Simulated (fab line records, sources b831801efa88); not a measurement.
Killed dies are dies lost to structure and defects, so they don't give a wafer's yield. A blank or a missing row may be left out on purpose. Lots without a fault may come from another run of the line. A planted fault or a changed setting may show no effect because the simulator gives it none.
Which tool did it? | flow sky130 | 15 lots, 45 wafers sampled, at 6 steps of a route of 708

WHAT THE GAUGES READ, wafer by wafer
SKY_FIELD_ISO_THK_MEAS_02.
lot  | measured    | on            | FIELD_ISO_OXIDATION_00_THK (nm)
L594 | day 1 11:41 | film_metro-04 | 12.06 11.93 11.93
L595 | day 1 18:54 | film_metro-04 | 12.18 12.12 12.12
L596 | day 1 22:10 | film_metro-01 | 12.05 12.21 12.07
L597 | day 2 03:22 | film_metro-04 | 12.09 11.99 11.98
L598 | day 2 09:58 | film_metro-02 | 11.98 12.16 12.28
L600 | day 2 18:55 | film_metro-02 | 12.03 11.76 11.71
L601 | day 2 23:15 | film_metro-04 | 11.97 11.83 11.84
L605 | day 3 22:00 | film_metro-04 | 12.09 11.93 12.02
L606 | day 4 02:05 | film_metro-01 | 12.22 12.27 12.12
L607 | day 4 06:20 | film_metro-01 | 12.39 12.38 12.28
L608 | day 4 10:35 | film_metro-02 | 11.87 11.77 12.00
L609 | day 4 14:38 | film_metro-01 | 11.85 11.84 11.81
L613 | day 5 11:25 | film_metro-01 | 12.06 11.74 11.59
L614 | day 5 16:57 | film_metro-02 | 12.05 12.14 12.04
L615 | day 5 20:38 | film_metro-04 | 11.54 11.51 11.45

SKY_PWDE_OVL_MEAS_07.
lot  | measured    | on         | PWDE_OVL (nm)
L594 | day 3 18:09 | overlay-01 | -0.3 1.3 0.4
L595 | day 4 02:19 | overlay-02 | -0.4 0.1 -1.9
L596 | day 4 07:15 | overlay-01 | -1.2 2.2 0.8
L597 | day 4 14:19 | overlay-01 | 0.6 -0.1 0.5
L598 | day 4 18:53 | overlay-02 | -0.8 -1.9 0.2
L600 | day 5 09:12 | overlay-01 | -1.5 -1.8 -0.5
L601 | day 5 17:08 | overlay-01 | 0.3 3.2 3.9
L605 | day 6 12:48 | overlay-02 | -2.6 -2.8 -2.3
L606 | day 6 16:48 | overlay-01 | -0.5 -1.4 -0.6
L607 | day 7 01:53 | overlay-01 | 0.6 -0.4 1.3
L608 | day 7 04:37 | overlay-02 | -0.7 -0.5 0.8
L609 | day 7 08:40 | overlay-02 | 0.4 0.7 -0.5
L613 | day 8 07:17 | overlay-01 | 0.7 0.9 2.7
L614 | day 8 13:54 | overlay-02 | -2.1 -2.2 -2.4
L615 | day 8 21:50 | overlay-02 | -3.0 -2.0 -1.9

SKY_NWELL_OVL_MEAS_10.
lot  | measured    | on         | NWELL_00_OVL (nm)
L594 | day 4 09:57 | overlay-01 | 0.5 -0.8 -0.1
L595 | day 4 19:01 | overlay-02 | -2.5 -1.2 -1.8
L596 | day 5 01:11 | overlay-02 | -2.5 -0.5 -0.8
L597 | day 5 07:17 | overlay-02 | -1.1 -2.5 -0.7
L598 | day 5 12:49 | overlay-02 | -0.7 1.3 0.5
L600 | day 6 02:47 | overlay-02 | -2.0 -2.7 -1.1
L601 | day 6 12:07 | overlay-01 | 2.5 1.9 3.5
L605 | day 7 08:18 | overlay-02 | 0.5 -0.8 -0.6
L606 | day 7 12:35 | overlay-01 | 1.1 0.0 1.2
L607 | day 7 21:49 | overlay-02 | - - -
L608 | day 8 00:30 | overlay-01 | - - -
L609 | day 8 05:46 | overlay-01 | - - -
L613 | day 9 05:11 | overlay-01 | 1.7 2.2 2.1
L614 | day 9 11:48 | overlay-02 | 0.4 0.1 -0.3
L615 | day 9 20:36 | overlay-01 | 0.7 -0.7 1.4

SKY_NWELL_TW_MEAS_26.
lot  | measured     | on            | NWELL_2_TW
L594 | day 5 04:07  | film_metro-03 | 492 496 493
L595 | day 5 13:59  | film_metro-04 | 502 504 506
L596 | day 5 19:17  | film_metro-03 | 492 491 492
L597 | day 6 02:26  | film_metro-03 | 488 490 490
L598 | day 6 07:20  | film_metro-04 | 502 503 503
L600 | day 6 22:53  | film_metro-04 | 504 507 504
L601 | day 7 07:57  | film_metro-03 | 492 494 491
L605 | day 8 05:46  | film_metro-01 | 494 499 500
L606 | day 8 10:36  | film_metro-03 | 493 494 491
L607 | day 8 20:16  | film_metro-04 | 1847 1849 1835
L608 | day 8 22:29  | film_metro-04 | 1843 1840 1847
L609 | day 9 03:46  | film_metro-03 | 1823 1811 1811
L613 | day 10 04:32 | film_metro-03 | 495 494 490
L614 | day 10 10:49 | film_metro-03 | 495 495 496
L615 | day 10 20:43 | film_metro-01 | 496 494 498

SKY_VT_ADJUST_HVTP_OVL_MEAS_08.
lot  | measured     | on         | VT_ADJUST_HVTP_OVL (nm)
L594 | day 5 21:29  | overlay-01 | -2.9 -2.0 -1.4
L595 | day 6 08:36  | overlay-01 | 0.3 0.8 0.5
L596 | day 6 14:29  | overlay-01 | -1.2 -1.3 -2.5
L597 | day 6 21:48  | overlay-02 | -1.4 -0.4 -0.8
L598 | day 7 02:55  | overlay-01 | 1.4 0.3 -0.9
L600 | day 7 18:16  | overlay-01 | 0.1 -0.6 1.8
L601 | day 8 03:56  | overlay-01 | -0.8 -0.3 -1.1
L605 | day 9 03:52  | overlay-01 | -0.9 -0.8 -1.2
L606 | day 9 09:05  | overlay-02 | -3.0 -2.4 0.0
L607 | day 9 18:22  | overlay-01 | -1.7 -3.1 -2.4
L608 | day 9 21:00  | overlay-02 | -4.2 -2.3 -0.9
L609 | day 10 01:45 | overlay-02 | -2.4 -2.9 -0.3
L613 | day 11 03:38 | overlay-01 | -0.9 -1.6 -0.7
L614 | day 11 10:47 | overlay-01 | -0.3 0.8 -0.1
L615 | day 11 20:26 | overlay-01 | -0.8 -1.1 -1.3

WHICH TOOL RAN EACH LOT (tool, then ch and the chambers of the sampled wafers, then the start)
lot  | SKY_NWELL_COAT_05
L594 | litho_track-02 ch 0, day 4 02:22
L595 | litho_track-04 ch 0, day 4 09:50
L596 | litho_track-01 ch 0, day 4 16:12
L597 | litho_track-01 ch 0, day 4 22:56
L598 | litho_track-02 ch 0, day 5 03:29
L600 | litho_track-01 ch 0, day 5 18:05
L601 | litho_track-04 ch 0, day 6 01:28
L605 | litho_track-02 ch 0, day 6 21:55
L606 | litho_track-02 ch 0, day 7 02:37
L607 | litho_track-01, day 7 11:59
L608 | litho_track-01, day 7 14:12
L609 | litho_track-01, day 7 18:26
L613 | litho_track-02 ch 0, day 8 17:55
L614 | litho_track-04 ch 0, day 9 00:41
L615 | litho_track-04 ch 0, day 9 09:32
- SKY_NWELL_COAT_05: resist thk 3000 nm.

WHAT THE TOOLS THEMSELVES READ (means of the sampled wafers that have a number; where no wafer has one, the mark that the record gives instead)
SKY_NWELL_COAT_05.
lot  | tool           | chill_plate_temp_C (C) | dispense_pressure_kPa (kPa)
L594 | litho_track-02 | 22.97                  | 48.5
L595 | litho_track-04 | 22.86                  | 47.4
L596 | litho_track-01 | 22.97                  | 48.2
L597 | litho_track-01 | 22.89                  | 48.2
L598 | litho_track-02 | 22.93                  | 48.4
L600 | litho_track-01 | 23.13                  | 48.2
L601 | litho_track-04 | 23.06                  | 47.5
L605 | litho_track-02 | 23.01                  | 48.5
L606 | litho_track-02 | 22.82                  | 48.5
L607 | litho_track-01 | -                      | -
L608 | litho_track-01 | -                      | -
L609 | litho_track-01 | -                      | -
L613 | litho_track-02 | 22.92                  | 48.5
L614 | litho_track-04 | 23.07                  | 47.5
L615 | litho_track-04 | 22.94                  | 47.5

THE ANSWER, worked out from the rows above alone
Rule: what is usual is taken from the lots themselves. Put in order of their means at a reading, lots are off if they are a third of the lots or fewer, leave a main group of 4 or more, and stand apart from it by a gap of 3 or more times the standard deviation of the main group's means; of several such gaps the widest counts. A main group whose means are all the same, to the digits that the tables above print for the reading, isn't used. A lot without any number at a reading at which 4 lots or more have one is off too. The other lots that the step has rows for count as sound. The gauges are gone through in route order, then the tools' own readings, and for those a lot's mean is taken as printed above. The first step at which some lot is off is used, and at that step the reading that is off furthest; a lot without a number counts as furthest.
Off: L607, L608, L609, at SKY_NWELL_OVL_MEAS_10 (NWELL_00_OVL). Without a number there: L607, L608, L609. The main group: mean -0.0 nm, standard deviation 1.4.
A tool fits if, at a process step before that reading, it ran every lot that is off, and no sound lot after the first of them. The gauges at SKY_NWELL_OVL_MEAS_10 aren't tried: what is off there is off at SKY_NWELL_TW_MEAS_26 too, on other tools, and a gauge's error can't cause that. One fits: litho_track-01 at SKY_NWELL_COAT_05. Its last sound lot is L600 (day 5 18:05), its first lot that is off L607 (day 7 11:59): a fault that began between those two fits.
Blank at SKY_NWELL_COAT_05 on the lots that are off, where sound lots have numbers: chill_plate_temp_C, dispense_pressure_kPa.

WHAT THE SIMULATOR HAD PUT IN
Skipped step whole: litho_track-01, from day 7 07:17 on, at SKY_NWELL_COAT_05. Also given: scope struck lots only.
Lots struck among those shown: L607, L608, L609. The rule above found the same.
